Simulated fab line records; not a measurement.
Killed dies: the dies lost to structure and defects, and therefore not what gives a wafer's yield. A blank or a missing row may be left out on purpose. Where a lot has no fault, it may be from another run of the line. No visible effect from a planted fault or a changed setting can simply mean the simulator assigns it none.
The tool behind it: which one?	flow gf180mcu	Sampling: 11 lots, 33 wafers, 4 of 602 route steps

== WHAT EACH GAUGE READ, for each wafer ==
GF_VT_IMPLANT_OVL_MEAS_29.
lot	measured	on	VT_IMPLANT_02_OVL (nm)
L394	day 6 23:44	overlay-02	1.2 1.8 0.2
L395	day 7 06:44	overlay-02	1.8 1.2 -0.1
L401	day 9 01:17	overlay-01	- - -
L402	day 9 04:12	overlay-01	- - -
L404	day 9 16:23	overlay-01	2.0 1.5 0.3
L409	day 10 19:02	overlay-02	1.5 1.6 2.7
L410	day 11 00:29	overlay-01	0.7 2.3 2.2
L411	day 11 08:02	overlay-02	2.5 2.1 0.9
L412	day 11 14:59	overlay-01	0.2 0.7 0.2
L414	day 12 04:29	overlay-01	0.1 0.4 0.5
L416	day 12 15:43	overlay-01	1.2 0.0 -0.9

== TOOL THAT RAN EACH LOT (tool first, then ch and the chambers of the sampled wafers, then the start) ==
lot	GF_LVPWELL_STRIP_10	GF_VT_IMPLANT_STRIP_09	GF_VT_IMPLANT_DEVELOP_28
L394	plasma_asher-04 ch 0,1, day 3 22:43	plasma_asher-02 ch 0,1, day 5 17:28	litho_track-01 ch 0, day 6 23:35
L395	plasma_asher-01 ch 0,1, day 4 04:10	plasma_asher-01 ch 0,1, day 6 00:22	litho_track-04 ch 0, day 7 06:35
L401	plasma_asher-04 ch 1, day 5 20:41	plasma_asher-03 ch 0,1, day 7 17:46	litho_track-01 ch 0, day 9 01:08
L402	plasma_asher-01 ch 0,1, day 5 22:29	plasma_asher-03 ch 0,1, day 7 20:44	litho_track-01 ch 0, day 9 04:07
L404	plasma_asher-04 ch 0,1, day 6 10:20	plasma_asher-01 ch 0,1, day 8 07:46	litho_track-04 ch 0, day 9 16:14
L409	plasma_asher-01 ch 0,1, day 7 09:47	plasma_asher-02 ch 0,1, day 9 09:22	litho_track-02 ch 0, day 10 18:53
L410	plasma_asher-04 ch 0,1, day 7 13:02	plasma_asher-01 ch 0,1, day 9 13:22	litho_track-02 ch 0, day 11 00:20
L411	plasma_asher-03 ch 0,1, day 7 19:30	plasma_asher-01 ch 0,1, day 9 21:30	litho_track-04 ch 0, day 11 07:56
L412	plasma_asher-01 ch 0, day 8 02:23	plasma_asher-03 ch 1, day 10 03:40	litho_track-02 ch 0, day 11 14:50
L414	plasma_asher-04 ch 0,1, day 8 12:58	plasma_asher-03 ch 0,1, day 10 15:43	litho_track-01 ch 0, day 12 04:22
L416	plasma_asher-04 ch 0,1, day 8 22:26	plasma_asher-01 ch 0,1, day 11 02:01	litho_track-04 ch 0, day 12 15:34
- GF_LVPWELL_STRIP_10: strips in O2/N2.
- GF_VT_IMPLANT_STRIP_09: strips in O2/N2.
- GF_VT_IMPLANT_DEVELOP_28: develop time 60 s.

== THE ANSWER, worked out from the rows above alone ==
Rule: usual is defined by the lots themselves. The widest of any qualifying gaps counts: lots, ordered by their means at a reading, are off when they make up no more than a third of the lots, leave a main group of 4 or more, and stand apart from it by 3 or more times the standard deviation of that group's means. A main group is skipped when, at the precision printed for the reading in the tables above, its means are all equal. A lot without any number at a reading at which 4 lots or more have one is off too. Where the step has rows for the other lots, those lots are counted as sound.
Off: L401, L402, seen at GF_VT_IMPLANT_OVL_MEAS_29 (VT_IMPLANT_02_OVL). Without a number there: L401, L402. Mean 1.1 nm and standard deviation 0.65 in the main group.
A tool fits if, at a process step before that reading, it ran every lot that is off, and no sound lot after the first of them. Those tools and the gauges at GF_VT_IMPLANT_OVL_MEAS_29 are tried in the same way. Not one of the candidates tried fits.

== WHAT THE SIMULATOR HAD INSERTED ==
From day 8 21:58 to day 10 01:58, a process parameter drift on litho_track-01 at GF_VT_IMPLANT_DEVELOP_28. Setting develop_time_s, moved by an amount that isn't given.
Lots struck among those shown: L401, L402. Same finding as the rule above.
